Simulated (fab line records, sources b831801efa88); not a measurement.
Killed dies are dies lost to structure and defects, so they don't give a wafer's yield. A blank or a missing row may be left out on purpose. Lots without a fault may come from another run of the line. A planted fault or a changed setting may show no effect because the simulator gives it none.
A struck lot beside a sound one | flow sky130 | 43 steps out of a route of 708
Sound: wafers L156.3, L156.5, L156.6. Struck: wafer L168.1. (L168.2, L168.4 of the same lot were not struck and are left out.) The cause comes at the end.
At each step with rows: each side's tool, then ch and its chambers, then its first start. Under that, the readings that differ: sound wafers | struck wafers | difference of the means | sigmas: that difference in standard deviations of wafers without a fault.
alike: readings whose means differ by less than 2 such deviations, and words and numbers that are the same on both sides. not compared: withheld readings, readings that some wafer has no value for, bounds like >300 that may hide the same value, and numbers for which the record gives no deviation and whose values overlap.
The two part at a step that has a row with sigmas, a row that says differs or no value, or rows on one side only. Numbers that don't overlap but have no deviation are shown without sigmas and don't part them. A reading that every wafer of one side lacks parts them only if that side has two wafers or more.

first, 1 step without rows for these wafers: SKY_LDD_HVN_IMPLANT_08.
SKY_LDD_HVN_STRIP_09: strips in O2/N2.
  sound on plasma_asher-04 ch 0,1, day 22 08:53; struck on plasma_asher-04 ch 0, day 27 02:20
  reading                | sound | struck | difference                   | sigmas
  rf_hours_counter_h (h) | - - - | 18     | no value on the sound wafers |
  alike: drypump_motor_current_A, o2_flow_sccm, oes_product_au, strip_time_to_endpoint_s
SKY_LDD_HVN_TW_MEAS_10:
  sound on film_metro-02, day 22 08:58; struck on film_metro-03, day 27 02:26
  alike: LDD_HVN_TW
then, 7 steps without rows for these wafers: SKY_LDD_HVP_DEHYDRATE_00 (time 60 s); SKY_LDD_HVP_HMDS_01 (prime time 60 s); SKY_LDD_HVP_COAT_02 (resist thk 300 nm); SKY_LDD_HVP_SOFTBAKE_03 (time 60 s); SKY_LDD_HVP_EXPOSE_04 (exposes mask HVPTM, target cd 700 nm); SKY_LDD_HVP_PEB_05; SKY_LDD_HVP_DEVELOP_06 (develop time 60 s).
SKY_LDD_HVP_OVL_MEAS_07:
  sound on overlay-01, day 23 14:53; struck on overlay-01, day 28 07:07
  alike: LDD_HVP_OVL
then, 1 step without rows for these wafers: SKY_LDD_HVP_IMPLANT_08.
SKY_LDD_HVP_STRIP_09: strips in O2/N2.
  sound on plasma_asher-04 ch 0,1, day 23 15:06; struck on plasma_asher-04 ch 1, day 28 07:19
  reading                      | sound             | struck | difference                   | sigmas
  o2_flow_sccm (sccm)          | 3009 2998 2989    | 3028   | +29                          | +3
  rf_hours_counter_h (h)       | - - -             | 21     | no value on the sound wafers |
  strip_time_to_endpoint_s (s) | 4.103 4.096 4.117 | 4.152  | +0.047                       | +3
  alike: drypump_motor_current_A, oes_product_au
SKY_LDD_HVP_TW_MEAS_10:
  sound on film_metro-02, day 23 15:11; struck on film_metro-04, day 28 07:25
  alike: LDD_HVP_TW
then, 7 steps without rows for these wafers: SKY_LDD_LDN_DEHYDRATE_00 (time 60 s); SKY_LDD_LDN_HMDS_01 (prime time 60 s); SKY_LDD_LDN_COAT_02 (resist thk 1140 nm); SKY_LDD_LDN_SOFTBAKE_03 (time 60 s); SKY_LDD_LDN_EXPOSE_04 (exposes mask LDNTM, target cd 700 nm); SKY_LDD_LDN_PEB_05; SKY_LDD_LDN_DEVELOP_06 (develop time 59.24 s).
SKY_LDD_LDN_OVL_MEAS_07:
  sound on overlay-02, day 24 20:25; struck on overlay-01, day 29 11:18
  alike: LDD_LDN_OVL
then, 4 steps without rows for these wafers: SKY_LDD_LDN_IMPLANT_08; SKY_LDD_LDN_IMPLANT_09; SKY_LDD_LDN_IMPLANT_10; SKY_LDD_LDN_IMPLANT_11.
SKY_LDD_LDN_STRIP_12: strips in O2/N2.
  sound on plasma_asher-02 ch 0,1, day 24 21:04; struck on plasma_asher-02 ch 1, day 29 11:56
  reading                | sound | struck | difference                   | sigmas
  rf_hours_counter_h (h) | - - - | 90     | no value on the sound wafers |
  alike: drypump_motor_current_A, o2_flow_sccm, oes_product_au, strip_time_to_endpoint_s
SKY_LDD_LDN_TW_MEAS_13:
  sound on film_metro-04, day 24 21:10; struck on film_metro-03, day 29 12:02
  reading    | sound          | struck | difference | sigmas
  LDD_LDN_TW | 1460 1456 1455 | 1485   | +28        | +2
then, 2 steps without rows for these wafers: SKY_LDD_LDN_CLEAN_14 (cleans in SC1/SC2, time 150 s); SKY_SPACER_CVD_00 (deposits Si3N4 from DCS/NH3, target thk 43.1 nm, time 740 s).
SKY_SPACER_THK_MEAS_01:
  sound on film_metro-04, day 24 22:43; struck on film_metro-02, day 29 13:22
  alike: SPACER_CVD_00_THK
SKY_SPACER_ETCHBACK_02: etches Si3N4 in CH3F/O2, stops on SiO2, time 46.7 s, target depth 45 nm.
  sound on rie_diel-01 ch 0,2, day 24 22:46; struck on rie_diel-03 ch 2, day 29 13:25
  reading                | sound             | struck | difference                   | sigmas
  rf_fwd_power_W (W)     | 394.5 395.5 395.6 | 399.0  | +3.8                         | +3
  rf_hours_counter_h (h) | - - -             | 5      | no value on the sound wafers |
  alike: drypump_motor_current_A, oes_product_au, throttle_valve_pct
then, 8 steps without rows for these wafers: SKY_POLY_CUT_DEHYDRATE_00 (time 60 s); SKY_POLY_CUT_HMDS_01 (prime time 60 s); SKY_POLY_CUT_COAT_02 (resist thk 60 nm); SKY_POLY_CUT_COAT_03 (resist thk 450 nm); SKY_POLY_CUT_SOFTBAKE_04 (time 90 s); SKY_POLY_CUT_EXPOSE_05 (exposes mask NPCM, target cd 270 nm); SKY_POLY_CUT_PEB_06; SKY_POLY_CUT_DEVELOP_07 (develop time 60 s).
SKY_POLY_CUT_CD_MEAS_08: target cd 270 nm.
  sound on cd_sem-02, day 26 04:23; struck on cd_sem-02, day 30 17:00
  reading    | sound             | struck | difference | sigmas
  cd_nm (nm) | 271.8 270.4 271.6 | 268.2  | -3.1       | -2
SKY_POLY_CUT_OVL_MEAS_09:
  sound on overlay-01, day 26 04:29; struck on overlay-02, day 30 17:07
  alike: POLY_CUT_OVL
-- the record jumps here: 19 days lie between the struck wafers' starts before and after (it left off in module POLY_CUT and takes up again in module PAD_OPEN, whose first step shown is number 708 of the route) --
SKY_PAD_OPEN_PROBE_99:
  the record has rows for the struck wafers here (prober-01, day 50 05:07) and none for the sound ones

WHERE THEY PART
First at SKY_LDD_HVN_STRIP_09; last, within this record, at SKY_PAD_OPEN_PROBE_99.

WHY: what the simulator had put in
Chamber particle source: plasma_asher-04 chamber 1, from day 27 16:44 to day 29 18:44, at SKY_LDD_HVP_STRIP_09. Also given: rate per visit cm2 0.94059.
